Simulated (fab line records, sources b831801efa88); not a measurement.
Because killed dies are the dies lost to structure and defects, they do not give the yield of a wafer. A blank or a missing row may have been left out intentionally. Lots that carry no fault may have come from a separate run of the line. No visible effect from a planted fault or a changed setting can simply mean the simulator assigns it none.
Problem report, 8D (eight disciplines) form, completed by code ; flow sky130 ; the parts of the form that need people (team, actions taken, sign-off) are left out

1. WHAT IS WRONG
Wafers free of any fault read 197.2 (standard deviation 1.6) for SONOS_TUNNEL_TW at SKY_SONOS_TUNNEL_TW_MEAS_12, against a mean of 156.4 on 6 wafers of 2 lots. That puts it -25 standard deviations away from the usual mean.
First seen on wafer L427.3, day 17 00:32, on film_metro-02. The record holds 36 wafers of 12 lots with a number at this step. Rule for "out", or "out of limits": more than 4 standard deviations from the usual mean. The other wafers with a number count as sound.

2. WHAT IT IS, WHAT IT ISN'T
question;is;is not
which readings at this step;SONOS_TUNNEL_TW;-
which lots;L427, L431;L414, L416, L418, L420, L421, L422, L426, L434, L435, L436
which wafers of those lots;all that have a number;-
read on which gauges;film_metro-02;film_metro-01, film_metro-04
when;from day 17 00:32;"up to then (21 sound wafers); but 9 sound wafers of L434, L435, L436 came after"

3. THE SUSPECTS, EACH WITH WHAT RULES IT OUT
Counting: a tool at any process step up to the reading remains a suspect when it ran all the lots that are out and ran no sound lot after the first of those.
- ruled out: the gauge at SKY_SONOS_TUNNEL_TW_MEAS_12. All the wafers that are out were read on film_metro-02, but those of them that SKY_SONOS_TUNNEL_IMPLANT_09 has rows for are out there too, on other tools.
- implanter-02 at SKY_SONOS_TUNNEL_IMPLANT_09: kept. All lots that are out passed through it, beginning with L427 at day 17 00:10, and no sound lot followed; its final sound lot before that point was L426 at day 16 21:01. Its own dose_ions_cm2, faraday_current_uA readings are out on those wafers.
The count leaves implanter-02 at SKY_SONOS_TUNNEL_IMPLANT_09.

4. THE CAUSE (what the simulator had put in)
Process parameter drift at SKY_SONOS_TUNNEL_IMPLANT_09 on implanter-02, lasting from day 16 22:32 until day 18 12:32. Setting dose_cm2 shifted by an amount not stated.
This tool alone remained once counting was done.

5. SEQUENCE OF EFFECTS, ordered by route
Rows list readings where the struck wafers' mean (over those with a number) sits beyond 3 standard deviations from the usual. Only readings for which the record gives a usual standard deviation are gone through. hours: the time from each lot's start at the first step in this table that gives one to its start at this step, as a median over the lots. sigmas: the change in usual standard deviations.
hours;step;reading;usual;on struck wafers;change;sigmas
0;SKY_SONOS_TUNNEL_IMPLANT_09;dose_ions_cm2;9.999e+11;4.188e+11;-5.811e+11;-99 or more
0;SKY_SONOS_TUNNEL_IMPLANT_09;faraday_current_uA;5.65;2.33;-3.32;-30
0;SKY_SONOS_TUNNEL_TW_MEAS_12;SONOS_TUNNEL_TW;197.2;156.4;-40.8;-25
It contains these process steps:
- SKY_SONOS_TUNNEL_IMPLANT_09
At these later measuring or inspecting steps, every struck wafer for which the step has a row has a number for every such reading, and none has moved that far: SKY_SONOS_ONO_THK_MEAS_01.

6. HOW IT WOULD HAVE BEEN CAUGHT EARLIER
2 hours passed between the start of the fault at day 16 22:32 and the first reading out of limits at a measuring or inspecting step in this record, taken at day 17 00:32.
Tool's own readings at SKY_SONOS_TUNNEL_IMPLANT_09, dose_ions_cm2, faraday_current_uA: out on all struck wafers the step has rows for; an alarm limit on them would have tripped on the first.
Among the 2 lots that are out, L431 began SKY_SONOS_TUNNEL_IMPLANT_09 on implanter-02 after day 17 00:32. A tool hold placed at that time would have kept it from harm.
